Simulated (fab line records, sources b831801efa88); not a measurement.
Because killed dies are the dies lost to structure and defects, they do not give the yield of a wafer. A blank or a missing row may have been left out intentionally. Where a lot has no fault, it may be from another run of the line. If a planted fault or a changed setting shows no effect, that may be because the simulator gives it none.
fab line records	flow sky130
[record] lots = 7	wafers = 21	lastDay = 50
route steps=708 shown VIA2@509 PAD_OPEN@708
lots untouched by any fault: they come from a run of this same line in which no faults occurred
startH: hours from the record's first day to the start of the lot's first wafer shown	waitH: hours since the lot's step before	" as in the row above	L1.1+2: a single row standing in for several wafers	- no value, or no start was given	* or withheld: withheld	< > ~ a bound
route shown NAME@n: names a module that has steps shown in the file, with the first one's number in the route	usual: mean and standard deviation over wafers with no fault	same: alike in all rows	chamber/n: place in a boat	sites: per-site readings	_std_site: how widely they spread, as a standard deviation	_edge_site: mean of outer sites minus mean of inner sites	radiusMm: for every site, how far away it sits from the centre of the wafer	mask NAME#n: copy n	behind: the tool/chamber that last shaped the wafer	hold: why the lot was held/for how many hours/how that ended	device: the n, p or np transistor that did not switch	end of line: tests of these same wafers at the route's end	step lacking rows: just its recipe	killed: the dies lost at the first sort to structure and to defects; this is not the yield of the wafer	map: per-die view of a wafer (x killed, . not killed, _ where there is no die)
set.NAME: the run value of the setting; set.NAME@STEP: its run value at that earlier step	model.NAME: the simulator's own value behind a step, which no gauge read
lots seen at some steps along the route; tables by step, rows by wafer
services: from which hour (startH, from the record's first day; less than 0 if before it) a tool's chamber was out of use, for how many hours, and why
[[steps]]
[step SKY_VIA2_CMP_02]
[recipe] material = SiO2	downForcePsi = 4	platenRpm = 60	padVelocityMS = 0.94248
[usual] motorCurrentA = 11.5/1
lot.wafer	tool	chamber	startH	waitH	motorCurrentA
L573.1	cmp-01	3	824.29	0.1	11.4
L573.4	"	2	"	"	10.5
L573.5	"	3	"	"	11.2
L576.3	cmp-02	0	866.32	0.0	12.0
L576.1	"	1	"	"	10.9
L576.4	"	2	"	"	12.0
L583.2	cmp-01	0	896.16	0.1	13.2
L583.6	"	2	"	"	11.2
L583.5	"	3	"	"	11.4
L582.1	cmp-02	0	901.83	0.1	12.1
L582.6	"	2	"	"	12.2
L582.5	"	3	"	"	10.1
L584.3	cmp-02	3	904.98	0.1	9.8
L584.2	"	0	"	"	11.5
L584.5	"	2	"	"	11.8
L585.3	cmp-01	0	913.64	0.0	12.8
L585.4	"	2	"	"	10.7
L585.1	"	3	"	"	11.5
L593.3	cmp-02	2	986.73	0.1	12.6
L593.6	"	1	"	"	10.5
L593.5	"	2	"	"	12.0
[step SKY_VIA2_BOW_MEAS_03]
[recipe] mode = bow
[usual] VIA2_BOW = 86/6.9
lot.wafer	tool	chamber	startH	waitH	VIA2_BOW[um]
L573.1	filmMetro-03	-	824.59	0.2	88
L573.4	"	-	"	"	87
L573.5	"	-	"	"	81
L576.1	filmMetro-04	-	866.62	0.2	77
L576.3	"	-	"	"	79
L576.4	"	-	"	"	79
L583.2	filmMetro-03	-	896.38	0.2	84
L583.5	"	-	"	"	74
L583.6	"	-	"	"	90
L582.1	filmMetro-04	-	902.03	0.1	85
L582.5	"	-	"	"	72
L582.6	"	-	"	"	71
L584.2	filmMetro-01	-	905.25	0.2	96
L584.3	"	-	"	"	89
L584.5	"	-	"	"	86
L585.1	filmMetro-04	-	913.94	0.1	76
L585.3	"	-	"	"	78
L585.4	"	-	"	"	90
L593.3	filmMetro-01	-	987.02	0.2	83
L593.5	"	-	"	"	97
L593.6	"	-	"	"	90
[step SKY_VIA2_DEHYDRATE_04]
[recipe] tempC = 200	timeS = 60
[step SKY_VIA2_HMDS_05]
[recipe] primeTimeS = 60	primeTempC = 120
[step SKY_VIA2_COAT_06]
[recipe] resist = BARC	tempC = withheld	timeS = withheld	spinRpm = 3000	resistThkNm = 60
[step SKY_VIA2_COAT_07]
[recipe] resist = KrF-thick	spinRpm = 3000	resistThkNm = 450
[step SKY_VIA2_SOFTBAKE_08]
[recipe] tempC = 100	timeS = 90	resist = KrF-thick
[step SKY_VIA2_EXPOSE_09]
[recipe] maskId = VIM2	na = 0.8	sourceShape = annular	sigmaInner = 0.55	sigmaOuter = 0.85	targetCdNm = 200	doseMj = 38
[step SKY_VIA2_PEB_10]
[recipe] pebTempC = withheld	pebTimeS = withheld	resist = KrF-thick
[step SKY_VIA2_DEVELOP_11]
[recipe] developTimeS = 60	resist = KrF-thick	devTempC = 21
[step SKY_VIA2_CD_MEAS_12]
[recipe] targetCdNm = 200
[usual] cdNm = 199.7/1.7
lot.wafer	tool	chamber	startH	waitH	cdNm
L573.1	cdSem-02	-	849.93	-	199.8
L573.4	"	-	"	"	198.4
L573.5	"	-	"	"	199.2
L576.1	cdSem-02	-	892.24	-	200.3
L576.3	"	-	"	"	199.9
L576.4	"	-	"	"	200.9
L583.2	cdSem-01	-	921.28	-	203.2
L583.5	"	-	"	"	203.1
L583.6	"	-	"	"	202.4
L582.1	cdSem-02	-	926.69	-	200.6
L582.5	"	-	"	"	199.0
L582.6	"	-	"	"	199.3
L584.2	cdSem-02	-	930.23	-	199.1
L584.3	"	-	"	"	199.1
L584.5	"	-	"	"	199.3
L585.1	cdSem-01	-	937.88	-	198.1
L585.3	"	-	"	"	199.1
L585.4	"	-	"	"	199.9
L593.3	cdSem-02	-	1009.53	-	202.1
L593.5	"	-	"	"	200.0
L593.6	"	-	"	"	202.2
[step SKY_VIA2_OVL_MEAS_13]
[usual] VIA2_OVL = -1/4.9
lot.wafer	tool	chamber	startH	waitH	VIA2_OVL[nm]
L573.1	overlay-01	-	850.05	0.1	0
L573.4	"	-	"	"	-6
L573.5	"	-	"	"	-4
L576.1	overlay-01	-	892.36	0.1	8
L576.3	"	-	"	"	10
L576.4	"	-	"	"	9
L583.2	overlay-02	-	921.39	0.1	-5
L583.5	"	-	"	"	-4
L583.6	"	-	"	"	-7
L582.1	overlay-01	-	926.81	0.1	5
L582.5	"	-	"	"	2
L582.6	"	-	"	"	2
L584.2	overlay-01	-	930.34	0.1	-4
L584.3	"	-	"	"	-10
L584.5	"	-	"	"	-3
L585.1	overlay-02	-	938.00	0.1	2
L585.3	"	-	"	"	4
L585.4	"	-	"	"	9
L593.3	overlay-01	-	1009.62	0.1	-9
L593.5	"	-	"	"	-6
L593.6	"	-	"	"	4
[step SKY_VIA2_ETCH_14]
[recipe] chemistry = N2/H2	target = BARC	ionEnergyEv = 200	sourceW = 500	biasW = 100	pressureMtorr = 30	n2FlowSccm = 100	h2FlowSccm = 200	stopOn = SiO2	timeS = 45.9	targetDepthA = 600
[usual] biasW = 99.99/0.27	drypumpMotorCurrentA = 5.6/0.52	oesProductAu = 0.855/0.005	runLengthS = 74.3/0.41	throttleValvePct = 13.225/0.0084
lot.wafer	tool	chamber	startH	waitH	biasW	drypumpMotorCurrentA	oesProductAu	rfHoursCounterH	runLengthS	throttleValvePct	model.KrF-thick_of_VIA2_COAT_07.thkNm	model.etch.depthNm
L573.1	rieDiel-01	0	850.08	0.0	100.13	4.8	0.852	20	73.9	13.222	390.8	59.79
L573.4	"	0	"	"	99.77	4.8	0.852	-	73.8	13.217	389.9	59.98
L573.5	"	1	"	"	100.14	6.1	0.853	-	74.4	13.223	391.2	59.81
L576.1	rieDiel-02	1	892.39	0.0	100.02	5.6	0.867	10	74.3	13.228	390.8	60.01
L576.3	"	3	"	"	99.95	5.7	0.853	8	74.1	13.228	391.2	59.9
L576.4	"	0	"	"	100.45	6.3	0.857	19	74.4	13.223	390.4	60.06
L583.2	rieDiel-01	1	921.42	0.0	-	6.0	1.013	10	62.7	13.241	403	58.62
L583.5	"	3	"	"	-	6.0	0.995	-	61.4	13.225	402.8	58.63
L583.6	"	2	"	"	-	5.0	1.008	-	62.8	13.249	402.1	59.08
L582.1	rieDiel-01	2	926.84	0.0	-	5.0	1.010	25	62.3	13.237	404	58.65
L582.5	"	1	"	"	-	6.1	0.991	-	62.8	13.231	405.5	57.96
L582.6	"	2	"	"	-	5.0	1.012	-	62.9	13.224	405.8	58.71
L584.2	rieDiel-02	1	930.37	0.0	99.57	5.6	0.849	11	74.4	13.221	392.5	59.93
L584.3	"	3	"	"	100.19	5.7	0.851	9	74.5	13.233	391.5	60.25
L584.5	"	1	"	"	99.86	5.6	0.866	-	74.5	13.220	392.7	60.01
L585.1	rieDiel-01	0	938.03	0.0	-	4.8	1.006	23	61.9	13.254	404	57.68
L585.3	"	3	"	"	-	6.0	1.002	3	61.4	13.237	402.2	57.76
L585.4	"	1	"	"	-	6.1	0.995	11	62.8	13.236	403	58.08
L593.3	rieDiel-02	1	1009.64	0.0	99.66	5.6	0.849	13	74.3	13.230	392.7	59.79
L593.5	"	3	"	"	99.82	5.7	0.855	-	73.9	13.239	394.1	59.68
L593.6	"	2	"	"	99.78	6.2	0.855	-	74.4	13.231	393.1	59.75
[step SKY_VIA2_ETCH_15]
[recipe] target = SiO2	chemistry = C4F8/O2/Ar	targetDepthNm = 546	stopOn = TiN	maskMaterial = KrF-thick	sourceW = 1500	biasW = 1200	pressureMtorr = 40	c4f8FlowSccm = withheld	O2_flow_sccm = 6	Ar_flow_sccm = 300	timeS = 84
[usual] biasW = 1200/3.3	oesProductAu = 0.941/0.005	runLengthS = 112.4/0.42
lot.wafer	tool	chamber	startH	waitH	biasW	oesProductAu	rfHoursCounterH	runLengthS	model.KrF-thick_of_VIA2_COAT_07.thkNm
L573.1	rieDiel-01	0	850.12	0.0	1204	0.950	20	111.9	279.1
L573.4	"	0	"	"	1205	0.949	-	111.9	278.8
L573.5	"	1	"	"	1197	0.938	-	112.6	281.1
L576.1	rieDiel-02	1	892.43	0.0	1201	0.935	10	112.7	283.6
L576.3	"	3	"	"	1199	0.939	8	112.2	281.7
L576.4	"	0	"	"	1202	0.946	19	112.6	279.8
L583.2	rieDiel-01	1	921.46	0.0	1200	0.943	11	113.2	294.5
L583.5	"	3	"	"	1197	0.939	-	111.8	293.6
L583.6	"	2	"	"	1203	0.938	-	112.2	291.7
L582.1	rieDiel-01	2	926.88	0.0	1197	0.951	25	112.2	293.3
L582.5	"	1	"	"	1204	0.929	-	113.2	297.3
L582.6	"	2	"	"	1200	0.943	-	112.7	295.2
L584.2	rieDiel-02	1	930.41	0.0	1198	0.949	11	112.8	284.7
L584.3	"	3	"	"	1202	0.943	9	112.5	281.1
L584.5	"	1	"	"	1202	0.942	-	112.6	284.5
L585.1	rieDiel-01	0	938.07	0.0	1201	0.926	23	112.6	294.8
L585.3	"	3	"	"	1195	0.935	3	111.4	291.7
L585.4	"	1	"	"	1197	0.932	11	112.8	293.7
L593.3	rieDiel-02	1	1009.68	0.0	1196	0.938	13	112.8	284.4
L593.5	"	3	"	"	1199	0.947	-	112.4	284.5
L593.6	"	2	"	"	1196	0.947	-	112.9	283.5
[step SKY_VIA2_STRIP_16]
[recipe] chemistry = O2/N2	powerW = 1400	pressureMtorr = 1500	platenTempC = withheld	o2FlowSccm = 3000	n2FlowSccm = 300	overashFraction = 0.5
[usual] drypumpMotorCurrentA = 5.3/0.34	oesProductAu = 0.398/0.0044	stripTimeToEndpointS = 4.039/0.023
lot.wafer	tool	chamber	startH	waitH	drypumpMotorCurrentA	oesProductAu	rfHoursCounterH	stripTimeToEndpointS
L573.1	plasmaAsher-02	0	850.19	0.0	5.0	0.399	73	3.985
L573.4	"	1	"	"	5.6	0.393	-	3.999
L573.5	"	0	"	"	4.9	0.394	-	4.006
L576.1	plasmaAsher-01	1	892.50	0.0	5.3	0.402	45	4.057
L576.3	"	1	"	"	5.3	0.396	-	4.039
L576.4	"	0	"	"	4.8	0.395	-	3.999
L583.2	plasmaAsher-03	1	921.52	0.0	5.7	0.402	107	4.159
L583.5	"	1	"	"	5.7	0.406	-	4.165
L583.6	"	0	"	"	5.5	0.407	-	4.127
L582.1	plasmaAsher-02	0	926.95	0.0	5.0	0.398	81	4.150
L582.5	"	0	"	"	5.0	0.408	-	4.197
L582.6	"	1	"	"	5.6	0.397	-	4.173
L584.2	plasmaAsher-01	0	930.47	0.0	4.8	0.395	49	4.060
L584.3	"	1	"	"	5.3	0.397	-	4.030
L584.5	"	1	"	"	5.3	0.402	-	4.077
L585.1	plasmaAsher-03	0	938.14	0.0	5.5	0.401	109	4.167
L585.3	"	1	"	"	5.7	0.402	-	4.131
L585.4	"	0	"	"	5.5	0.409	-	4.151
L593.3	plasmaAsher-01	1	1009.78	0.1	5.3	0.398	-	4.048
L593.5	"	0	"	"	4.8	0.399	-	4.059
L593.6	"	1	"	"	5.3	0.394	-	4.039
[step SKY_VIA2_STRIP_17]
[recipe] chemistry = postEtchResidueRemover	timeS = 1200	tempC = 72.5
[step SKY_PAD_OPEN_PROBE_99]
[usual] defectLimitedYield = 82.4/2.1	killed_at_M0_to_M3 = 44/7	killed_at_M4_up = 3.0/1.9	killedAtContacts = 24/5.4	killedAtFrontEnd = 15/4.6	killedAtOther = 0.3/0.5	killedDies = 87/10	killedOnRim = 17/3.5	killedOpen = 47/7	killedShort = 40/6.2	sort_bin_3_pad_short = 0.9/0.5	sort_bin_5_function = 10.4/1.4	sort_bin_6_memory = 6.3/1.2	sortNPass = 405/10	sortYieldPct = 82.4/2.1
[same] grossDies = 492	killedAtBackSide = 0	sort_bin_4_leakage[%] = 0	sort_bin_8_speed[%] = 0
lot.wafer	tool	chamber	startH	waitH	defectLimitedYield[%]	killed_at_M0_to_M3	killed_at_M4_up	killedAtContacts	killedAtFrontEnd	killedAtOther	killedDies	killedOnRim	killedOpen	killedShort	sort_bin_3_pad_short[%]	sort_bin_5_function[%]	sort_bin_6_memory[%]	sortNPass	sortYieldPct[%]	model.etest.resPdiff.widthNm	model.etest.resNdiff.widthNm	model.etest.via2Chain.rcOhm
L573.1	prober-01	-	1076.70	0.1	81.5	47	2	30	11	1	91	24	52	39	1.6	9.1	7.7	401	81.5	145.9	159.2	10.16
L573.4	prober-01	-	1076.85	0.2	82.1	41	2	22	23	0	88	20	46	42	0.6	9.8	7.5	404	82.1	142.1	155.1	9.501
L573.5	prober-01	-	1076.90	0.2	83.5	37	6	22	16	0	81	15	33	48	1.2	12.0	3.3	411	83.5	142.6	154.4	10.1
L576.1	prober-02	-	1109.01	0.1	85.4	45	1	13	13	0	72	17	34	38	1.2	8.1	5.3	420	85.4	142.8	155.9	9.989
L576.3	prober-02	-	1109.11	0.2	83.3	42	5	22	13	0	82	15	44	38	0.2	9.8	6.7	410	83.3	143.9	157	10.23
L576.4	prober-02	-	1109.16	0.2	83.9	44	1	26	8	0	79	13	41	38	0.6	10.6	4.9	413	83.9	142.1	155.5	10.38
L583.2	prober-02	-	1131.10	0.1	82.5	44	1	24	17	0	86	20	51	35	0.6	9.8	7.1	406	82.5	146.5	159.6	10.34
L583.5	prober-02	-	1131.25	0.2	81.1	49	6	24	14	0	93	17	47	45	1.2	9.6	8.1	399	81.1	145.1	158.2	10.6
L583.6	prober-02	-	1131.30	0.2	80.9	40	1	34	18	1	94	16	51	40	2.2	11.2	5.7	398	80.9	145	158.1	10.57
L582.1	prober-01	-	1138.62	0.1	81.7	44	4	29	13	0	90	17	46	43	1.6	8.3	8.3	402	81.7	143.2	156.2	10.74
L582.5	prober-01	-	1138.82	0.2	80.7	49	3	30	13	0	95	22	51	41	0.8	12.2	6.3	397	80.7	143.6	156.9	11.28
L582.6	prober-01	-	1138.87	0.2	80.9	53	2	29	9	1	94	24	51	41	1.2	12.2	5.7	398	80.9	142.9	157.2	10.1
L584.2	prober-02	-	1140.70	0.1	82.9	37	3	25	19	0	84	12	47	37	0.8	9.8	6.5	408	82.9	143.2	155.4	9.921
L584.3	prober-02	-	1140.75	0.2	78.9	48	4	26	26	0	104	20	62	42	1.4	13.0	6.7	388	78.9	142.3	154.9	10.33
L584.5	prober-02	-	1140.85	0.2	79.7	48	4	19	29	0	100	17	50	50	1.2	12.8	6.3	392	79.7	143.3	156.4	9.962
L585.1	prober-01	-	1145.10	0.1	83.3	45	3	24	9	1	82	15	45	34	1.2	10.8	4.7	410	83.3	142.3	154.9	10.98
L585.3	prober-01	-	1145.20	0.2	78.5	51	8	37	10	0	106	18	57	43	1.4	13.2	6.9	386	78.5	143.7	156.3	11.05
L585.4	prober-01	-	1145.25	0.2	75.2	60	2	44	16	0	122	23	75	43	1.0	14.8	8.9	370	75.2	143.6	156.6	11.69
L593.3	prober-01	-	1198.41	0.2	82.3	45	3	24	15	0	87	17	46	41	1.2	9.8	6.7	405	82.3	145.3	158.7	9.334
L593.5	prober-01	-	1198.51	0.2	84.1	40	1	26	10	1	78	19	45	33	0.4	10.2	5.3	414	84.1	146.5	159.4	10.04
L593.6	prober-01	-	1198.56	0.2	83.1	45	0	22	16	0	83	19	38	45	0.4	10.6	5.9	409	83.1	146.2	159.6	10.23
// killed by level:class
L573.1 CONTACT:geometricParticle:open=13 VIA2:geometricParticle:open=7 METAL2:geometricParticle:short=7 VIA3:geometricParticle:open=7 VIA1:geometricParticle:open=6 LI_CONTACT:geometricParticle:open=5 LOCAL_INTERCONNECT:geometricParticle:short=5 VIA1:geometricParticle:short=5
L573.4 VIA3:geometricParticle:short=8 FIELD_ISO:geometricParticle:open=7 VIA1:geometricParticle:open=6 VIA2:geometricParticle:open=6 VIA3:geometricParticle:open=6 FIELD_ISO:geometricParticle:short=5 LI_CONTACT:geometricParticle:open=5 LOCAL_INTERCONNECT:geometricParticle:short=5
L573.5 LOCAL_INTERCONNECT:geometricParticle:short=7 METAL2:geometricParticle:short=7 METAL4:geometricParticle:short=6 FIELD_ISO:geometricParticle:short=5 LI_CONTACT:geometricParticle:open=5 CONTACT:geometricParticle:open=5 VIA1:geometricParticle:open=5 VIA2:geometricParticle:short=5
L576.1 VIA1:geometricParticle:short=10 VIA1:geometricParticle:open=9 METAL1:geometricParticle:short=7 CONTACT:geometricParticle:open=5 VIA2:geometricParticle:open=5 VIA3:geometricParticle:short=5 FIELD_ISO:geometricParticle:open=4 FIELD_ISO:geometricParticle:short=4
L576.3 VIA1:geometricParticle:open=14 CONTACT:geometricParticle:open=8 METAL1:geometricParticle:short=7 FIELD_ISO:geometricParticle:short=5 LOCAL_INTERCONNECT:geometricParticle:short=5 VIA2:geometricParticle:open=5 LI_CONTACT:geometricParticle:open=4 CONTACT:geometricParticle:short=3
L576.4 VIA1:geometricParticle:open=10 CONTACT:geometricParticle:open=9 LI_CONTACT:geometricParticle:open=8 METAL3:geometricParticle:short=7 METAL1:geometricParticle:short=6 METAL2:geometricParticle:short=5 LOCAL_INTERCONNECT:geometricParticle:short=4 LI_CONTACT:geometricParticle:short=3
L583.2 VIA1:geometricParticle:open=13 VIA3:geometricParticle:open=8 CONTACT:geometricParticle:open=7 VIA1:geometricParticle:short=6 FIELD_ISO:geometricParticle:open=5 VIA2:geometricParticle:open=5 LOCAL_INTERCONNECT:geometricParticle:short=5 POLY_GATE:geometricParticle:open=4
L583.5 VIA1:geometricParticle:open=16 CONTACT:geometricParticle:open=8 VIA1:geometricParticle:short=8 METAL2:geometricParticle:short=6 POLY_GATE:geometricParticle:short=5 LOCAL_INTERCONNECT:geometricParticle:short=5 LI_CONTACT:geometricParticle:open=4 VIA2:geometricParticle:short=4
L583.6 CONTACT:geometricParticle:open=18 VIA1:geometricParticle:open=11 FIELD_ISO:geometricParticle:short=8 LI_CONTACT:geometricParticle:open=6 CONTACT:geometricParticle:short=6 VIA1:geometricParticle:short=5 FIELD_ISO:geometricParticle:open=4 VIA3:geometricParticle:open=4
L582.1 CONTACT:geometricParticle:open=11 VIA1:geometricParticle:open=7 CONTACT:geometricParticle:short=6 VIA3:geometricParticle:open=6 POLY_GATE:geometricParticle:open=5 LI_CONTACT:geometricParticle:open=5 VIA2:geometricParticle:open=5 METAL1:geometricParticle:short=5
L582.5 VIA1:geometricParticle:open=11 CONTACT:geometricParticle:open=9 METAL1:geometricParticle:short=9 POLY_GATE:geometricParticle:open=7 LI_CONTACT:geometricParticle:open=7 LOCAL_INTERCONNECT:geometricParticle:short=5 CONTACT:geometricParticle:short=5 VIA1:geometricParticle:short=4
L582.6 CONTACT:geometricParticle:open=12 VIA3:geometricParticle:open=9 VIA1:geometricParticle:open=8 LI_CONTACT:geometricParticle:open=7 METAL1:geometricParticle:short=7 VIA2:geometricParticle:open=7 CONTACT:geometricParticle:short=6 VIA1:geometricParticle:short=6
L584.2 CONTACT:geometricParticle:open=9 VIA1:geometricParticle:open=8 CONTACT:geometricParticle:short=6 VIA2:geometricParticle:open=6 VIA3:geometricParticle:open=5 FIELD_ISO:geometricParticle:short=4 POLY_GATE:geometricParticle:short=4 SPACER:geometricParticle:open=4
L584.3 VIA1:geometricParticle:open=12 VIA2:geometricParticle:open=9 LI_CONTACT:geometricParticle:open=8 CONTACT:geometricParticle:open=8 POLY_GATE:geometricParticle:open=6 POLY_GATE:geometricParticle:short=6 FIELD_ISO:geometricParticle:open=5 CONTACT:geometricParticle:short=5
L584.5 VIA1:geometricParticle:open=10 CONTACT:geometricParticle:open=8 FIELD_ISO:geometricParticle:short=7 VIA3:geometricParticle:open=7 POLY_GATE:geometricParticle:open=6 VIA1:geometricParticle:short=6 VIA2:geometricParticle:short=6 FIELD_ISO:geometricParticle:open=5
L585.1 CONTACT:geometricParticle:open=12 VIA3:geometricParticle:open=8 VIA1:geometricParticle:open=7 VIA2:geometricParticle:open=6 LOCAL_INTERCONNECT:geometricParticle:short=5 METAL1:geometricParticle:short=5 METAL1:geometricParticle:open=4 METAL2:geometricParticle:short=4
L585.3 CONTACT:geometricParticle:open=16 CONTACT:geometricParticle:short=9 VIA1:geometricParticle:open=8 LI_CONTACT:geometricParticle:open=8 METAL1:geometricParticle:short=8 METAL4:geometricParticle:short=6 VIA3:geometricParticle:open=6 VIA2:areaEtch=6
L585.4 VIA1:geometricParticle:open=20 CONTACT:geometricParticle:open=15 CONTACT:geometricParticle:short=12 LI_CONTACT:geometricParticle:open=11 FIELD_ISO:geometricParticle:open=7 VIA2:geometricParticle:open=7 VIA3:geometricParticle:open=7 METAL1:geometricParticle:short=6
L593.3 VIA1:geometricParticle:open=13 LOCAL_INTERCONNECT:geometricParticle:short=7 LI_CONTACT:geometricParticle:open=6 CONTACT:geometricParticle:open=6 VIA1:geometricParticle:short=6 METAL2:geometricParticle:short=6 METAL1:geometricParticle:short=5 VIA3:geometricParticle:open=5
L593.5 VIA1:geometricParticle:open=12 LI_CONTACT:geometricParticle:open=8 LI_CONTACT:geometricParticle:short=7 CONTACT:geometricParticle:open=6 METAL1:geometricParticle:short=6 VIA2:geometricParticle:open=5 FIELD_ISO:geometricParticle:open=4 METAL2:geometricParticle:short=4
L593.6 VIA1:geometricParticle:open=10 CONTACT:geometricParticle:open=10 FIELD_ISO:geometricParticle:short=9 METAL1:geometricParticle:short=6 VIA3:geometricParticle:open=6 METAL2:geometricParticle:short=5 LI_CONTACT:geometricParticle:short=4 CONTACT:geometricParticle:short=4
[[services]]
tool	chamber	startH	hours	kind
cmp-01	-	803.16	5.3	pm
plasmaAsher-03	-	834.24	7.6	repair
rieDiel-01	3	834.67	-	clean
rieDiel-01	3	834.67	19.0	scheduledDown
rieDiel-01	3	834.67	19.0	ventCycle
rieDiel-01	-	837.49	0.2	repair
plasmaAsher-01	-	856.11	14.6	pm
cmp-01	-	857.66	1.1	repair
plasmaAsher-03	-	865.08	4.4	repair
plasmaAsher-02	-	869.48	2.8	pm
plasmaAsher-01	-	884.01	5.9	repair
cmp-02	-	912.07	4.0	pm
cmp-02	-	916.07	-	consumableReplace:conditioner
cmp-02	-	916.07	-	consumableReplace:pad
cmp-02	-	923.91	3.1	repair
rieDiel-02	1	949.25	12.3	repair
rieDiel-01	3	970.44	3.8	repair
cmp-01	-	972.43	1.9	repair
plasmaAsher-02	-	975.85	6.1	repair
cmp-02	-	994.06	6.5	pm
cmp-02	-	1008.70	4.6	pm
[[key]]
[firstSign] step = SKY_VIA2_ETCH_14	reading = oesProductAu	direction = up	sigmas = 30	usual = 0.855	struck = 1.004
[effect] step = SKY_VIA2_ETCH_14	reading = runLengthS	direction = down	sigmas = 29	usual = *	struck = *
[effect] step = SKY_VIA2_STRIP_16	reading = stripTimeToEndpointS	direction = up	sigmas = 5.2	usual = *	struck = *
[modelEffect] step = SKY_VIA2_ETCH_14	value = KrF-thick_of_VIA2_COAT_07.thkNm	without = 392.4	struck = 403.6
[modelEffect] step = SKY_VIA2_ETCH_15	value = KrF-thick_of_VIA2_COAT_07.thkNm	without = 282.7	struck = 294
[modelEffect] step = SKY_PAD_OPEN_PROBE_99	value = etest.resPdiff.widthNm	without = 143	struck = 144
metAt SKY_VIA2_ETCH_14
struckWafers L582.1,L582.5,L582.6,L583.2,L583.5,L583.6,L585.1,L585.3,L585.4
onsetBetween 850.08 921.42
[fault] kind = processParameterDrift	tool = rieDiel-01	chamber = -	onsetH = 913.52	steps = SKY_VIA2_ETCH_14	channel = timeS	offset = *	shape = step	endH = 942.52	actsIn = *	stated = *
